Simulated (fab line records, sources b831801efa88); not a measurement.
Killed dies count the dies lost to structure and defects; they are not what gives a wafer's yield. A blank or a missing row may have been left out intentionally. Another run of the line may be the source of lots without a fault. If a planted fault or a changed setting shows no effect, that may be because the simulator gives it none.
What tool caused it? | flow gf180mcu | 33 wafers from 11 lots sampled at 6 of the route's 602 steps

## WHAT EACH GAUGE READ, for each wafer
GF_V2_BOW_MEAS_05.
lot  | measured     | on           | V2_BOW (um)
L182 | day 19 06:01 | filmMetro-04 | 107 89 102
L189 | day 21 23:38 | filmMetro-04 | 116 105 110
L191 | day 22 14:50 | filmMetro-03 | 115 114 107
L197 | day 25 05:37 | filmMetro-04 | 96 112 96
L198 | day 25 08:01 | filmMetro-01 | 89 86 88
L200 | day 25 22:44 | filmMetro-01 | 89 91 95
L201 | day 26 12:41 | filmMetro-03 | 100 123 106
L202 | day 26 14:25 | filmMetro-04 | 92 93 105
L203 | day 26 21:11 | filmMetro-03 | 94 101 87
L204 | day 27 01:01 | filmMetro-04 | 80 84 82
L205 | day 27 11:46 | filmMetro-01 | 98 95 100

GF_V3_CD_MEAS_14: the cd target is 260 nm.
lot  | measured     | on       | cdNm (nm)
L182 | day 22 11:07 | cdSem-02 | 260.7 258.0 261.6
L189 | day 24 22:32 | cdSem-01 | 262.5 261.8 262.3
L191 | day 25 12:04 | cdSem-01 | 261.1 259.8 259.0
L197 | day 27 23:05 | cdSem-02 | 259.9 260.9 260.8
L198 | day 28 01:04 | cdSem-02 | 259.8 260.0 259.2
L200 | day 28 15:19 | cdSem-02 | 259.4 259.1 259.0
L201 | day 29 02:16 | cdSem-02 | 257.6 257.2 258.9
L202 | day 29 04:50 | cdSem-01 | 260.3 260.3 260.2
L203 | day 29 11:25 | cdSem-01 | 260.8 262.1 260.4
L204 | day 29 15:16 | cdSem-01 | 258.4 257.4 258.4
L205 | day 30 00:08 | cdSem-01 | 258.9 260.7 259.9

GF_V4_RS_MEAS_24: measures by four-point-probe.
lot  | measured     | on           | V4_W_RS (ohm/sq)
L182 | day 24 12:17 | filmMetro-01 | 0.326 0.326 0.329
L189 | day 26 21:11 | filmMetro-01 | 0.265 0.268 0.268
L191 | day 27 09:19 | filmMetro-03 | 0.268 0.267 0.266
L197 | day 29 18:38 | filmMetro-03 | 0.325 0.323 0.325
L198 | day 29 20:35 | filmMetro-01 | 0.324 0.322 0.324
L200 | day 30 09:10 | filmMetro-04 | 0.326 0.325 0.324
L201 | day 30 19:31 | filmMetro-01 | 0.330 0.331 0.330
L202 | day 30 21:02 | filmMetro-04 | 0.340 0.334 0.341
L203 | day 31 04:49 | filmMetro-03 | 0.328 0.331 0.330
L204 | day 31 07:57 | filmMetro-04 | 0.326 0.328 0.329
L205 | day 31 14:59 | filmMetro-03 | 0.331 0.330 0.327

GF_V4_THK_MEAS_25: measures by xrf.
lot  | measured     | on           | V4_W_THK (nm)
L182 | day 24 12:25 | filmMetro-01 | 359 357 356
L189 | day 26 21:18 | filmMetro-01 | 439 435 434
L191 | day 27 09:25 | filmMetro-03 | 412 415 415
L197 | day 29 18:43 | filmMetro-03 | 344 348 347
L198 | day 29 20:41 | filmMetro-01 | 355 358 357
L200 | day 30 09:17 | filmMetro-04 | 354 353 356
L201 | day 30 19:38 | filmMetro-01 | 352 352 351
L202 | day 30 21:09 | filmMetro-04 | 339 345 337
L203 | day 31 04:56 | filmMetro-03 | 345 340 343
L204 | day 31 08:03 | filmMetro-04 | 353 351 349
L205 | day 31 15:06 | filmMetro-03 | 342 344 346

## EACH LOT AND THE TOOL THAT RAN IT (in order: tool; ch and the chambers of the sampled wafers; start)
lot  | GF_M4_METAL_ETCH_16              | GF_V4_CVD_23
L182 | rieMetal-03 ch 0,1, day 23 11:37 | cvdW-01 ch 0, day 24 12:11
L189 | rieMetal-02 ch 1, day 25 22:26   | cvdW-01 ch 0,1, day 26 21:04
L191 | rieMetal-03 ch 0,1, day 26 10:48 | cvdW-01 ch 0,1, day 27 09:13
L197 | rieMetal-03 ch 0,1, day 28 20:29 | cvdW-02 ch 0,1, day 29 18:30
L198 | rieMetal-03 ch 0,1, day 28 22:53 | cvdW-02 ch 0,1, day 29 20:28
L200 | rieMetal-02 ch 0, day 29 12:07   | cvdW-01 ch 1, day 30 09:04
L201 | rieMetal-03 ch 0, day 29 22:41   | cvdW-01 ch 0, day 30 19:23
L202 | rieMetal-02 ch 0,1, day 30 01:06 | cvdW-01 ch 1, day 30 20:55
L203 | rieMetal-04 ch 0, day 30 07:05   | cvdW-02 ch 0,1, day 31 04:43
L204 | rieMetal-02 ch 0,1, day 30 11:21 | cvdW-01 ch 0,1, day 31 07:48
L205 | rieMetal-03 ch 0,1, day 30 19:10 | cvdW-01 ch 0,1, day 31 14:52
- GF_M4_METAL_ETCH_16: etches the open film in Cl2/BCl3, stops on SiO2, target depth 750.8 nm, time 125.1 s.
- GF_V4_CVD_23: deposits W, target thk 350 nm, time 104.9 s.

## AS READ BY THE TOOLS THEMSELVES (means over the sampled wafers that have a number; for cases with no such wafer, the mark the record gives instead)
GF_M4_METAL_ETCH_16.
lot  | tool        | drypumpMotorCurrentA (A) | oesProductAu (a.u.) | throttleValvePct (%)
L182 | rieMetal-03 | 5.7                      | 0.988               | 28.223
L189 | rieMetal-02 | 5.6                      | 0.995               | 28.235
L191 | rieMetal-03 | 5.7                      | 0.992               | 28.232
L197 | rieMetal-03 | 5.7                      | 0.989               | 28.226
L198 | rieMetal-03 | 5.6                      | 0.993               | 28.222
L200 | rieMetal-02 | 6.5                      | 0.994               | 28.225
L201 | rieMetal-03 | 6.0                      | 0.989               | 28.232
L202 | rieMetal-02 | 6.2                      | 0.992               | 28.230
L203 | rieMetal-04 | 5.4                      | 1.000               | 28.227
L204 | rieMetal-02 | 6.2                      | 0.996               | 28.221
L205 | rieMetal-03 | 5.3                      | 0.988               | 28.227

GF_V4_CVD_23.
lot  | tool    | chamberPressureTorr (Torr) | heaterPowerW (W) | susceptorTempC (C)
L182 | cvdW-01 | 40.04                      | 756              | 400.05
L189 | cvdW-01 | 60.38                      | 836              | 399.89
L191 | cvdW-01 | 60.36                      | 829              | 400.11
L197 | cvdW-02 | 40.00                      | 770              | 399.80
L198 | cvdW-02 | 40.02                      | 773              | 400.33
L200 | cvdW-01 | 39.95                      | 878              | 400.25
L201 | cvdW-01 | 39.92                      | 773              | 400.10
L202 | cvdW-01 | 39.91                      | 866              | 400.36
L203 | cvdW-02 | 39.96                      | 769              | 400.20
L204 | cvdW-01 | 39.99                      | 827              | 399.89
L205 | cvdW-01 | 40.09                      | 803              | 400.02

## THE ANSWER, worked out from the rows above alone
Rule: what is usual is taken from the lots themselves. The widest of any qualifying gaps counts: lots, ordered by their means at a reading, are off when they make up no more than a third of the lots, leave a main group of 4 or more, and stand apart from it by 3 or more times the standard deviation of that group's means. If all means in a main group match to the digits the tables above print for the reading, that group is not used. Also off: a lot with no number at a reading for which 4 or more lots have one. All remaining lots with rows at the step are treated as sound. After the gauges, taken in route order, come the tools' own readings; for these a lot's mean is taken, as printed above. At the first step where some lot is off, the reading lying furthest off is the one used; lots without a number count as furthest.
Off: at GF_V4_RS_MEAS_24 (V4_W_RS), L189, L191. Main group: mean 0.328 ohm/sq, sd 0.0042.
A tool fits if, at a process step before that reading, it ran every lot that is off, and no sound lot after the first of them. Not tried: the gauges at GF_V4_RS_MEAS_24; whatever is off there is also off at GF_V4_CVD_23, on other tools, and gauge error can't account for it. Not one of the candidates tried fits.

## WHAT THE SIMULATOR HAD INSERTED
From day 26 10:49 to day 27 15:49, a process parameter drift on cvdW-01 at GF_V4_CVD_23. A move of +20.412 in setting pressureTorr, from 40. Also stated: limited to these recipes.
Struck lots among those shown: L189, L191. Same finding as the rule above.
